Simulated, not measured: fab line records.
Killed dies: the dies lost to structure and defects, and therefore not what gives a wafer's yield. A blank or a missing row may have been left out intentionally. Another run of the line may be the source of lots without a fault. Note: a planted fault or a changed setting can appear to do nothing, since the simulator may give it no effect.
fab line records	flow sky130
record: lots: 11	wafers: 33	last-day: 50
route steps=708 shown SD_P@330 SD_N@349 LOCAL_INTERCONNECT@399 CONTACT@406 PAD_OPEN@708
lots that met no fault: taken from a fault-free run of the same line
start-h: the number of hours between the record's first day and the start of the first shown wafer of the lot	wait-h: hours since the lot's step before	" same as the row above	L1.1+2: a row that stands for several wafers	- no value present, or no start provided	* or withheld: withheld	< > ~ a bound
route shown NAME@n: NAME is a module with steps in the file, n the number in the route of the first one	usual: the fault-free wafers' mean and standard deviation	same: alike in all rows	chamber/n: place in a boat	sites: per-site readings	_std_site: standard deviation of those values	_edge_site: mean of outer sites minus mean of inner sites	radius-mm: how far each site lies from the wafer's centre	mask NAME#n: copy n	behind: the last tool/chamber to shape the wafer	hold: why the lot went on hold/how many hours it stayed there/how the hold came to an end	device: whichever transistor did not switch (one of n, p or np)	end of line: tests of these same wafers at the route's end	for a step that has no rows: nothing shown but its recipe	killed: dies that structure and defects cost at the first sort, which is not the same as the wafer's yield	map: the dies of a wafer, with x for killed, . for not killed, _ for no die there
set.NAME: the run value of the setting; set.NAME@STEP: its run value at that earlier step	model.NAME: the simulator's own value behind a step, which no gauge read
a sample of lots followed through the steps of the route, with each step as a table and each wafer as a row
services: from which hour (start-h, from the record's first day; less than 0 if before it) a tool's chamber was out of use, for how many hours, and why
== steps ==
step: SKY_SD_P_STRIP_10
recipe: chemistry: O2/N2	power-w: 1400	pressure-mtorr: 1500	platen-temp-c: withheld	o2-flow-sccm: 3000	n2-flow-sccm: 300	overash-fraction: 0.5
usual: drypump-motor-current-A: 6.20/0.23	n2-flow-sccm: 300.0/0.92	o2-flow-sccm: 3000/9.7	oes-product-au: 0.617/0.0047	strip-time-to-endpoint-s: 17.47/0.049
same: overash-fraction: 0.5
lot.wafer	tool	chamber	start-h	wait-h	drypump-motor-current-A	n2-flow-sccm	o2-flow-sccm	oes-product-au	rf-hours-counter-h	strip-time-to-endpoint-s
L625.2	plasma-asher-01	1	613.43	0.1	5.92	299.3	2995	0.613	93	17.46
L625.5	"	1	"	"	5.93	299.2	3012	0.608	-	17.43
L625.6	"	0	"	"	5.40	298.8	3022	0.614	-	17.46
L626.2	plasma-asher-03	1	623.73	0.1	5.94	299.3	3002	0.615	81	17.50
L626.3	"	0	"	"	6.44	300.1	3008	0.618	-	17.48
L626.4	"	1	"	"	5.93	299.2	3003	0.624	-	17.46
L627.1	plasma-asher-03	0	627.93	0.1	6.42	300.5	3011	0.613	81	17.46
L627.2	"	1	"	"	5.94	298.4	2992	0.623	81	17.49
L627.6	"	0	"	"	6.47	299.0	3002	0.619	-	17.49
L634.1	plasma-asher-04	0	690.73	0.1	6.28	298.5	2990	0.613	25	17.50
L634.2	"	1	"	"	6.20	300.8	3004	0.615	25	17.49
L634.6	"	0	"	"	6.27	299.7	3003	0.627	-	17.50
L635.2	plasma-asher-03	0	736.38	0.1	6.47	299.0	2987	0.615	92	17.43
L635.3	"	0	"	"	6.49	299.5	3008	0.626	-	17.49
L635.5	"	1	"	"	5.96	299.7	3003	0.622	-	17.47
L639.1	plasma-asher-04	0	738.29	0.1	6.28	300.3	2995	0.612	30	17.46
L639.2	"	1	"	"	6.17	300.2	2995	0.622	30	17.45
L639.6	"	0	"	"	6.24	300.6	3008	0.612	-	17.44
L641.2	plasma-asher-03	0	741.08	0.1	6.47	300.6	3014	0.611	93	17.53
L641.3	"	0	"	"	6.52	299.9	3005	0.618	-	17.48
L641.4	"	1	"	"	5.95	300.0	3009	0.619	-	17.48
L642.1	plasma-asher-04	1	755.13	0.1	6.19	299.5	2996	0.620	32	17.40
L642.3	"	0	"	"	6.28	297.8	3009	0.626	-	17.39
L642.6	"	0	"	"	6.26	300.0	2999	0.619	-	17.45
L644.1	plasma-asher-04	1	784.54	0.1	6.16	301.0	2990	0.631	34	17.43
L644.4	"	0	"	"	6.23	301.8	2995	0.618	-	17.45
L644.5	"	0	"	"	6.22	301.4	3005	0.615	-	17.40
L643.1	plasma-asher-03	0	785.19	0.1	6.48	300.5	3002	0.613	97	17.46
L643.5	"	1	"	"	5.95	299.1	3006	0.624	-	17.45
L643.6	"	0	"	"	6.49	300.9	3009	0.621	-	17.45
L645.1	plasma-asher-03	1	786.29	0.1	5.95	300.1	2996	0.627	97	17.54
L645.2	"	0	"	"	6.48	301.0	2981	0.617	97	17.57
L645.5	"	1	"	"	5.93	300.0	2996	0.616	-	17.57
step: SKY_SD_N_CD_MEAS_07
recipe: target-cd-nm: 380
usual: cd-nm: 379.3/2.2
lot.wafer	tool	chamber	start-h	wait-h	cd-nm
L625.2	cd-sem-02	-	670.05	0.1	379.1
L625.5	"	-	"	"	379.5
L625.6	"	-	"	"	379.6
L626.2	cd-sem-01	-	680.95	0.2	380.1
L626.3	"	-	"	"	379.6
L626.4	"	-	"	"	379.2
L627.1	cd-sem-01	-	684.64	0.1	378.9
L627.2	"	-	"	"	377.4
L627.6	"	-	"	"	379.1
L634.1	cd-sem-01	-	745.68	0.1	381.4
L634.2	"	-	"	"	379.4
L634.6	"	-	"	"	380.7
L635.2	cd-sem-02	-	790.40	0.1	376.4
L635.3	"	-	"	"	375.8
L635.5	"	-	"	"	377.9
L639.1	cd-sem-02	-	792.89	0.1	382.3
L639.2	"	-	"	"	382.0
L639.6	"	-	"	"	382.4
L641.2	cd-sem-01	-	795.96	0.1	377.7
L641.3	"	-	"	"	374.6
L641.4	"	-	"	"	377.9
L642.1	cd-sem-02	-	808.93	0.1	376.9
L642.3	"	-	"	"	377.7
L642.6	"	-	"	"	376.7
L644.1	cd-sem-01	-	837.28	0.1	378.5
L644.4	"	-	"	"	382.3
L644.5	"	-	"	"	382.4
L643.1	cd-sem-01	-	837.58	0.1	376.9
L643.5	"	-	"	"	378.6
L643.6	"	-	"	"	377.7
L645.1	cd-sem-01	-	838.74	0.1	380.0
L645.2	"	-	"	"	382.1
L645.5	"	-	"	"	380.4
step: SKY_LOCAL_INTERCONNECT_OVL_MEAS_12
usual: LOCAL_INTERCONNECT_OVL: -2/4.9
lot.wafer	tool	chamber	start-h	wait-h	LOCAL_INTERCONNECT_OVL[nm]
L625.2	overlay-01	-	729.05	0.1	-1
L625.5	"	-	"	"	2
L625.6	"	-	"	"	1
L626.2	overlay-01	-	740.80	0.1	0
L626.3	"	-	"	"	2
L626.4	"	-	"	"	-1
L627.1	overlay-02	-	743.50	0.1	5
L627.2	"	-	"	"	2
L627.6	"	-	"	"	-3
L634.1	overlay-01	-	802.01	0.1	-6
L634.2	"	-	"	"	-4
L634.6	"	-	"	"	-4
L635.2	overlay-01	-	846.65	0.1	3
L635.3	"	-	"	"	1
L635.5	"	-	"	"	-2
L639.1	overlay-01	-	850.10	0.1	2
L639.2	"	-	"	"	-8
L639.6	"	-	"	"	-5
L641.2	overlay-01	-	852.66	0.1	-3
L641.3	"	-	"	"	-11
L641.4	"	-	"	"	5
L642.1	overlay-01	-	865.95	0.1	-8
L642.3	"	-	"	"	-3
L642.6	"	-	"	"	0
L644.1	overlay-01	-	893.45	0.1	-7
L644.4	"	-	"	"	1
L644.5	"	-	"	"	-3
L643.1	overlay-01	-	894.60	0.1	-6
L643.5	"	-	"	"	-13
L643.6	"	-	"	"	-5
L645.1	overlay-02	-	895.56	0.1	-6
L645.2	"	-	"	"	0
L645.5	"	-	"	"	0
step: SKY_CONTACT_CVD_00
recipe: material: Si3N4	target-thk-nm: 75	temp-c: 400	time-s: withheld	rf-w: 450
usual: heater-power-w: 714/88
lot.wafer	tool	chamber	start-h	wait-h	heater-power-w
L625.2	pecvd-04	2	729.79	0.0	601
L625.5	"	1	"	"	788
L625.6	"	2	"	"	606
L626.2	pecvd-04	2	741.64	0.0	737
L626.3	"	1	"	"	719
L626.4	"	0	"	"	776
L626.2	pecvd-04	2	741	-	727
L626.3	"	1	"	"	705
L626.4	"	0	"	"	773
L627.1	pecvd-01	2	744.37	0.0	951
L627.2	"	0	"	"	671
L627.6	"	1	"	"	662
L627.1	pecvd-01	2	744	-	966
L627.2	"	0	"	"	663
L627.6	"	1	"	"	653
L634.1	pecvd-04	0	802.75	0.0	674
L634.2	"	2	"	"	682
L634.6	"	0	"	"	672
L634.1	pecvd-04	0	802	-	662
L634.2	"	2	"	"	671
L634.6	"	0	"	"	684
L635.2	pecvd-01	1	847.39	0.0	740
L635.3	"	2	"	"	787
L635.5	"	1	"	"	716
L639.1	pecvd-03	1	850.92	0.0	652
L639.2	"	2	"	"	752
L639.6	"	1	"	"	646
L641.2	pecvd-04	1	853.40	0.0	795
L641.3	"	2	"	"	703
L641.4	"	1	"	"	786
L642.1	pecvd-03	1	866.74	0.0	708
L642.3	"	0	"	"	529
L642.6	"	2	"	"	626
L644.1	pecvd-03	2	894.19	0.0	731
L644.4	"	1	"	"	669
L644.5	"	0	"	"	534
L643.1	pecvd-01	0	895.34	0.0	685
L643.5	"	2	"	"	895
L643.6	"	0	"	"	688
L645.1	pecvd-04	0	896.30	0.0	788
L645.2	"	1	"	"	692
L645.5	"	2	"	"	700
step: SKY_CONTACT_THK_MEAS_01
recipe: reads: Si3N4_of_CONTACT_CVD_00
usual: CONTACT_CVD_00_THK: 75.0/0.82
lot.wafer	tool	chamber	start-h	wait-h	CONTACT_CVD_00_THK[nm]
L625.2	film-metro-01	-	729.83	-	74.9
L625.5	"	-	"	"	77.6
L625.6	"	-	"	"	77.3
L626.2	film-metro-01	-	741.88	-	149.5
L626.3	"	-	"	"	147.7
L626.4	"	-	"	"	150.6
L627.1	film-metro-02	-	744.61	-	150.1
L627.2	"	-	"	"	150.4
L627.6	"	-	"	"	152.9
L634.1	film-metro-02	-	802.98	-	150.0
L634.2	"	-	"	"	149.5
L634.6	"	-	"	"	151.2
L635.2	film-metro-01	-	847.43	-	74.4
L635.3	"	-	"	"	75.0
L635.5	"	-	"	"	76.1
L639.1	film-metro-01	-	850.96	-	73.8
L639.2	"	-	"	"	74.1
L639.6	"	-	"	"	74.8
L641.2	film-metro-03	-	853.44	-	75.2
L641.3	"	-	"	"	76.2
L641.4	"	-	"	"	76.6
L642.1	film-metro-03	-	866.77	-	75.2
L642.3	"	-	"	"	74.3
L642.6	"	-	"	"	75.4
L644.1	film-metro-03	-	894.23	-	73.5
L644.4	"	-	"	"	75.2
L644.5	"	-	"	"	75.5
L643.1	film-metro-02	-	895.37	-	74.9
L643.5	"	-	"	"	75.0
L643.6	"	-	"	"	75.4
L645.1	film-metro-01	-	896.33	-	75.3
L645.2	"	-	"	"	74.4
L645.5	"	-	"	"	75.1
step: SKY_CONTACT_ETCH_18
recipe: target: Si3N4	chemistry: CHF3/O2	stop-on: TiN	source-w: 600	bias-w: 200	pressure-mtorr: 40	chf3-flow-sccm: 50	O2_flow_sccm: 5	time-s: 39	target-depth-a: 750
usual: drypump-motor-current-A: 5.9/0.57	oes-product-au: 0.855/0.007	throttle-valve-pct: 8.792/0.0091
lot.wafer	tool	chamber	start-h	wait-h	drypump-motor-current-A	oes-product-au	rf-hours-counter-h	throttle-valve-pct
L625.2	rie-diel-04	3	-	-	6.0	0.857	6	8.787
L625.5	"	3	"	"	6.0	0.876	-	8.804
L625.6	"	2	"	"	6.8	0.870	-	8.793
L626.2	rie-diel-01	2	-	-	6.2	1.000	8	8.820
L626.3	"	3	"	"	6.1	1.010	10	8.849
L626.4	"	0	"	"	5.7	1.009	18	8.828
L627.1	rie-diel-03	2	-	-	6.5	1.001	12	8.824
L627.2	"	0	"	"	4.7	0.990	3	8.815
L627.6	"	2	"	"	6.5	0.993	-	8.828
L634.1	rie-diel-03	1	-	-	6.3	0.978	2	8.826
L634.2	"	0	"	"	4.7	0.989	5	8.825
L634.6	"	3	"	"	5.2	0.987	-	8.818
L635.2	rie-diel-01	2	-	-	6.2	0.849	11	8.795
L635.3	"	0	"	"	5.7	0.857	21	8.798
L635.5	"	2	"	"	6.2	0.861	-	8.801
L639.1	rie-diel-01	0	-	-	5.7	0.845	21	8.785
L639.2	"	3	"	"	6.1	0.848	14	8.785
L639.6	"	0	"	"	5.7	0.848	-	8.797
L641.2	rie-diel-04	3	-	-	6.0	0.860	10	8.788
L641.3	"	2	"	"	6.9	0.867	11	8.782
L641.4	"	1	"	"	5.5	0.875	0	8.802
L642.1	rie-diel-01	1	-	-	6.3	0.858	17	8.782
L642.3	"	3	"	"	6.1	0.853	14	8.797
L642.6	"	3	"	"	6.1	0.862	-	8.802
L644.1	rie-diel-03	2	-	-	6.5	0.847	17	8.802
L644.4	"	3	"	"	5.2	0.859	2	8.772
L644.5	"	2	"	"	6.5	0.856	-	8.798
L643.1	rie-diel-01	2	-	-	6.2	0.859	12	8.790
L643.5	"	3	"	"	6.1	0.848	-	8.784
L643.6	"	2	"	"	6.2	0.859	-	8.796
L645.1	rie-diel-03	2	-	-	6.5	0.854	17	8.792
L645.2	"	3	"	"	5.2	0.851	2	8.792
L645.5	"	0	"	"	4.7	0.852	-	8.796
step: SKY_PAD_OPEN_PROBE_99
usual: killed_at_M0_to_M3: 43/6.8	killed_at_M4_up: 3.2/1.7	killed-at-contacts: 24/5.6	killed-at-front-end: 15/4.7	killed-at-other: 0.3/0.59	killed-dies: 86/10	killed-on-rim: 16/4	killed-open: 47/6.8	killed-short: 39/6.4
same: gross-dies: 492	killed-at-back-side: 0
lot.wafer	tool	chamber	start-h	wait-h	killed_at_M0_to_M3	killed_at_M4_up	killed-at-contacts	killed-at-front-end	killed-at-other	killed-dies	killed-on-rim	killed-open	killed-short
L625.2	prober-02	-	1093.95	0.1	44	3	23	12	0	82	14	49	33
L625.5	prober-02	-	1094.10	0.2	48	7	40	15	0	110	19	70	40
L625.6	prober-02	-	1094.15	0.2	43	3	24	21	0	91	16	44	46
L626.2	prober-02	-	1104.01	0.1	40	2	439	11	0	492	96	42	28
L626.3	prober-02	-	1104.06	0.2	38	4	432	17	1	492	96	40	38
L626.4	prober-02	-	1104.11	0.2	34	1	438	19	0	492	96	51	27
L627.1	prober-01	-	1104.21	0.1	53	4	424	8	3	492	96	58	35
L627.2	prober-01	-	1104.26	0.1	39	3	436	13	1	492	96	50	36
L627.6	prober-01	-	1104.46	0.2	38	4	443	6	1	492	96	35	32
L634.1	prober-02	-	1145.31	0.1	38	7	436	11	0	492	96	46	48
L634.2	prober-02	-	1145.36	0.1	37	5	440	10	0	492	96	49	27
L634.6	prober-02	-	1145.56	0.2	35	3	436	18	0	492	96	39	35
L635.2	prober-02	-	1178.71	0.1	52	6	23	19	0	100	14	54	45
L635.3	prober-02	-	1178.76	0.2	53	3	24	11	0	91	23	51	38
L635.5	prober-02	-	1178.86	0.2	40	2	19	20	0	81	18	47	33
L639.1	prober-02	-	1182.06	0.1	41	3	23	21	1	89	17	45	44
L639.2	prober-02	-	1182.11	0.1	32	3	25	19	0	79	16	47	32
L639.6	prober-02	-	1182.31	0.2	37	3	23	13	1	77	11	46	31
L641.2	prober-01	-	1183.61	0.1	51	3	19	11	0	84	16	46	38
L641.3	prober-01	-	1183.66	0.2	41	7	35	19	1	103	17	53	50
L641.4	prober-01	-	1183.71	0.2	50	4	30	16	0	100	23	48	52
L644.1	prober-01	-	1204.60	0.1	43	2	25	17	0	87	17	46	40
L644.4	prober-01	-	1204.75	0.2	42	2	24	16	0	84	18	52	31
L644.5	prober-01	-	1204.80	0.2	44	3	22	17	0	86	11	44	42
L643.1	prober-02	-	1206.11	0.1	39	2	23	18	0	82	11	51	31
L643.5	prober-02	-	1206.31	0.2	47	6	26	19	0	98	21	49	49
L643.6	prober-02	-	1206.36	0.2	48	1	31	15	0	95	21	48	47
killed by level:class
L625.2 CONTACT:geometric-particle:open=14 VIA3:geometric-particle:open=10 VIA1:geometric-particle:open=7 VIA2:geometric-particle:open=7 METAL1:geometric-particle:short=5 SPACER:geometric-particle:short=4 VIA1:geometric-particle:short=4 METAL2:geometric-particle:short=4
L625.5 LI_CONTACT:geometric-particle:open=14 VIA2:geometric-particle:open=13 CONTACT:geometric-particle:open=12 VIA1:geometric-particle:open=8 METAL1:geometric-particle:short=6 VIA3:geometric-particle:open=6 LI_CONTACT:geometric-particle:short=5 POLY_GATE:geometric-particle:short=4
L625.6 VIA2:geometric-particle:open=10 LI_CONTACT:geometric-particle:open=8 CONTACT:geometric-particle:open=8 POLY_GATE:geometric-particle:short=6 VIA1:geometric-particle:short=6 VIA1:geometric-particle:open=6 METAL2:geometric-particle:short=6 METAL1:geometric-particle:short=5
L626.2 CONTACT:area-etch=422 VIA1:geometric-particle:open=14 CONTACT:geometric-particle:open=9 VIA2:geometric-particle:open=6 METAL2:geometric-particle:short=6 CONTACT:geometric-particle:short=4 METAL1:geometric-particle:short=4 POLY_GATE:geometric-particle:open=3
L626.3 CONTACT:area-etch=414 FIELD_ISO:geometric-particle:open=8 METAL1:geometric-particle:short=7 CONTACT:geometric-particle:open=6 LI_CONTACT:geometric-particle:open=5 VIA1:geometric-particle:open=5 METAL2:geometric-particle:short=5 VIA2:geometric-particle:open=5
L626.4 CONTACT:area-etch=414 VIA1:geometric-particle:open=13 CONTACT:geometric-particle:open=12 LI_CONTACT:geometric-particle:open=7 FIELD_ISO:geometric-particle:short=6 FIELD_ISO:geometric-particle:open=4 POLY_GATE:geometric-particle:short=4 CONTACT:geometric-particle:short=4
L627.1 CONTACT:area-etch=397 VIA1:geometric-particle:open=13 VIA2:geometric-particle:open=13 CONTACT:geometric-particle:open=8 LI_CONTACT:geometric-particle:open=7 VIA3:geometric-particle:open=6 VIA3:geometric-particle:short=6 METAL2:geometric-particle:short=5
L627.2 CONTACT:area-etch=405 CONTACT:geometric-particle:open=15 VIA1:geometric-particle:open=9 METAL2:geometric-particle:short=6 LI_CONTACT:geometric-particle:open=5 METAL1:geometric-particle:short=5 VIA2:geometric-particle:open=5 VIA3:geometric-particle:open=5
L627.6 CONTACT:area-etch=424 METAL2:geometric-particle:short=10 CONTACT:geometric-particle:open=9 VIA2:geometric-particle:open=6 VIA1:geometric-particle:open=6 LI_CONTACT:geometric-particle:open=5 VIA3:geometric-particle:short=4 POLY_GATE:geometric-particle:open=3
L634.1 CONTACT:area-etch=398 VIA1:geometric-particle:open=12 CONTACT:geometric-particle:open=12 LOCAL_INTERCONNECT:geometric-particle:short=10 CONTACT:geometric-particle:short=7 VIA3:geometric-particle:open=6 METAL2:geometric-particle:short=5 METAL4:geometric-particle:short=5
L634.2 CONTACT:area-etch=416 VIA3:geometric-particle:open=9 LI_CONTACT:geometric-particle:open=8 CONTACT:geometric-particle:open=8 VIA1:geometric-particle:open=7 VIA2:geometric-particle:open=5 LOCAL_INTERCONNECT:geometric-particle:short=4 METAL4:geometric-particle:short=4
L634.6 CONTACT:area-etch=418 FIELD_ISO:geometric-particle:short=6 CONTACT:geometric-particle:open=6 VIA2:geometric-particle:open=6 FIELD_ISO:geometric-particle:open=5 VIA1:geometric-particle:open=5 VIA3:geometric-particle:open=5 VIA1:geometric-particle:short=4
L635.2 CONTACT:geometric-particle:open=10 VIA1:geometric-particle:open=10 LI_CONTACT:geometric-particle:open=7 METAL1:geometric-particle:short=7 VIA2:geometric-particle:open=7 POLY_GATE:geometric-particle:open=6 VIA1:geometric-particle:short=6 METAL2:geometric-particle:short=6
L635.3 METAL2:geometric-particle:short=13 CONTACT:geometric-particle:open=10 LI_CONTACT:geometric-particle:open=8 METAL2:geometric-particle:open=7 VIA3:geometric-particle:open=7 VIA2:geometric-particle:open=6 CONTACT:geometric-particle:short=4 VIA1:geometric-particle:short=4
L635.5 CONTACT:geometric-particle:open=8 LI_CONTACT:geometric-particle:open=6 VIA1:geometric-particle:short=6 VIA2:geometric-particle:open=6 METAL2:geometric-particle:short=5 FIELD_ISO:geometric-particle:open=4 POLY_GATE:geometric-particle:open=4 METAL2:geometric-particle:open=4
L639.1 POLY_GATE:geometric-particle:short=8 CONTACT:geometric-particle:open=8 CONTACT:geometric-particle:short=7 VIA1:geometric-particle:open=7 VIA3:geometric-particle:open=7 VIA2:geometric-particle:open=6 METAL1:geometric-particle:short=5 METAL2:geometric-particle:short=4
L639.2 CONTACT:geometric-particle:open=11 LI_CONTACT:geometric-particle:open=6 VIA2:geometric-particle:open=6 VIA1:geometric-particle:open=6 FIELD_ISO:geometric-particle:open=4 LOCAL_INTERCONNECT:geometric-particle:short=4 VIA3:geometric-particle:open=4 POLY_GATE:geometric-particle:short=3
L639.6 VIA1:geometric-particle:open=11 CONTACT:geometric-particle:open=9 VIA1:geometric-particle:short=7 VIA3:geometric-particle:open=6 CONTACT:geometric-particle:short=5 METAL1:geometric-particle:short=4 METAL2:geometric-particle:short=4 FIELD_ISO:geometric-particle:open=3
L641.2 VIA1:geometric-particle:open=13 CONTACT:geometric-particle:short=7 METAL2:geometric-particle:short=7 CONTACT:geometric-particle:open=6 VIA2:geometric-particle:open=6 VIA3:geometric-particle:open=6 FIELD_ISO:geometric-particle:open=4 VIA1:geometric-particle:short=4
L641.3 LI_CONTACT:geometric-particle:open=13 CONTACT:geometric-particle:open=12 FIELD_ISO:geometric-particle:short=8 VIA1:geometric-particle:open=5 VIA1:geometric-particle:short=5 VIA2:geometric-particle:open=5 METAL2:geometric-particle:short=5 VIA3:geometric-particle:open=5
L641.4 VIA1:geometric-particle:short=12 CONTACT:geometric-particle:open=8 VIA2:geometric-particle:open=8 LOCAL_INTERCONNECT:geometric-particle:short=7 VIA3:geometric-particle:open=7 FIELD_ISO:geometric-particle:short=6 LI_CONTACT:geometric-particle:open=6 METAL1:geometric-particle:short=6
L644.1 VIA1:geometric-particle:open=10 VIA3:geometric-particle:open=8 CONTACT:geometric-particle:short=8 LI_CONTACT:geometric-particle:open=7 CONTACT:geometric-particle:open=7 VIA1:geometric-particle:short=6 FIELD_ISO:geometric-particle:open=5 SPACER:geometric-particle:open=4
L644.4 FIELD_ISO:geometric-particle:open=9 VIA1:geometric-particle:open=9 LI_CONTACT:geometric-particle:open=7 METAL1:geometric-particle:short=7 CONTACT:geometric-particle:open=6 VIA2:geometric-particle:open=6 VIA3:geometric-particle:open=5 FIELD_ISO:geometric-particle:short=4
L644.5 VIA1:geometric-particle:open=14 METAL1:geometric-particle:short=9 LI_CONTACT:geometric-particle:open=7 LOCAL_INTERCONNECT:geometric-particle:short=6 VIA2:geometric-particle:open=6 FIELD_ISO:geometric-particle:short=4 FIELD_ISO:geometric-particle:open=3 POLY_GATE:geometric-particle:short=3
L643.1 VIA1:geometric-particle:open=12 CONTACT:geometric-particle:open=11 LI_CONTACT:geometric-particle:open=7 POLY_GATE:geometric-particle:open=6 METAL2:geometric-particle:short=6 METAL1:geometric-particle:short=5 VIA3:geometric-particle:open=5 POLY_GATE:geometric-particle:short=4
L643.5 FIELD_ISO:geometric-particle:short=10 VIA2:geometric-particle:open=10 CONTACT:geometric-particle:open=9 VIA1:geometric-particle:open=9 LI_CONTACT:geometric-particle:open=8 VIA1:geometric-particle:short=7 METAL3:geometric-particle:short=5 METAL4:geometric-particle:short=5
L643.6 LI_CONTACT:geometric-particle:open=8 VIA1:geometric-particle:open=8 CONTACT:geometric-particle:open=8 METAL2:geometric-particle:short=8 VIA2:geometric-particle:open=8 CONTACT:geometric-particle:short=7 METAL1:geometric-particle:short=7 LOCAL_INTERCONNECT:geometric-particle:short=5
== services ==
tool	chamber	start-h	hours	kind
plasma-asher-01	-	608.70	2.4	repair
rie-diel-03	0	618.28	11.0	repair
plasma-asher-04	-	621.25	11.8	repair
rie-diel-03	-	630.23	0.8	repair
rie-diel-04	0	640.59	2.4	repair
rie-diel-04	-	642.12	0.4	repair
pecvd-01	-	690.62	2.8	pm
pecvd-01	1	697.22	11.4	repair
rie-diel-03	-	730.20	2.8	pm
plasma-asher-01	-	733.75	9.0	pm
plasma-asher-01	-	765.25	1.5	repair
rie-diel-04	-	772.85	2.8	pm
rie-diel-01	1	775.08	2.4	repair
rie-diel-04	2	775.69	1.5	repair
plasma-asher-01	-	805.35	11.7	repair
rie-diel-03	3	809.12	12.9	repair
pecvd-03	-	817.55	0.7	repair
rie-diel-04	0	840.28	5.1	repair
plasma-asher-04	-	840.38	3.2	repair
pecvd-03	-	862.00	2.8	pm
plasma-asher-03	-	868.46	1.5	repair
rie-diel-01	3	881.20	2.9	repair
rie-diel-03	2	900.53	1.7	repair
rie-diel-04	0	906.36	2.4	repair
== key ==
first-sign: step: SKY_CONTACT_CVD_00	reading: visit	direction: added
effect: step: SKY_CONTACT_THK_MEAS_01	reading: CONTACT_CVD_00_THK	direction: up	sigmas: 91	usual: 75.0	struck: 150.2
effect: step: SKY_CONTACT_ETCH_18	reading: oes-product-au	direction: up	sigmas: 20	usual: 0.855	struck: 0.995
effect: step: SKY_PAD_OPEN_PROBE_99	reading: killed-at-contacts	direction: up	sigmas: 73	usual: 24	struck: 436
more-kills-born-at: SKY_CONTACT_ETCH_18@rie-diel-03: 2458	SKY_CONTACT_ETCH_18@rie-diel-01: 1250
met-at SKY_CONTACT_CVD_00
struck-lots L626,L627,L634
later-rows-left-out L626.2,L626.3,L626.4,L627.1,L627.2,L627.6,L634.1,L634.2,L634.6
tester-left-out L626,L627,L634
not-acting-at SKY_SD_P_STRIP_10,SKY_SD_N_CD_MEAS_07,SKY_LOCAL_INTERCONNECT_OVL_MEAS_12
fault: kind: repeated-step-whole	tool: pecvd-01,pecvd-03,pecvd-04	chamber: -	onset-h: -	steps: SKY_CONTACT_CVD_00	times: 1	scope: struck-lots-only
tester-left-out: of these lots the tester's yield and bins aren't shown, on N5 and GAA mostly nor the transistor test; their killed dies are dies lost to structure and defects alone, not to doping, threshold or leakage, so they don't give the yield
later-rows-left-out: the simulator's readings of these wafers behind a module that went badly wrong aren't trusted and aren't shown, but for the sort
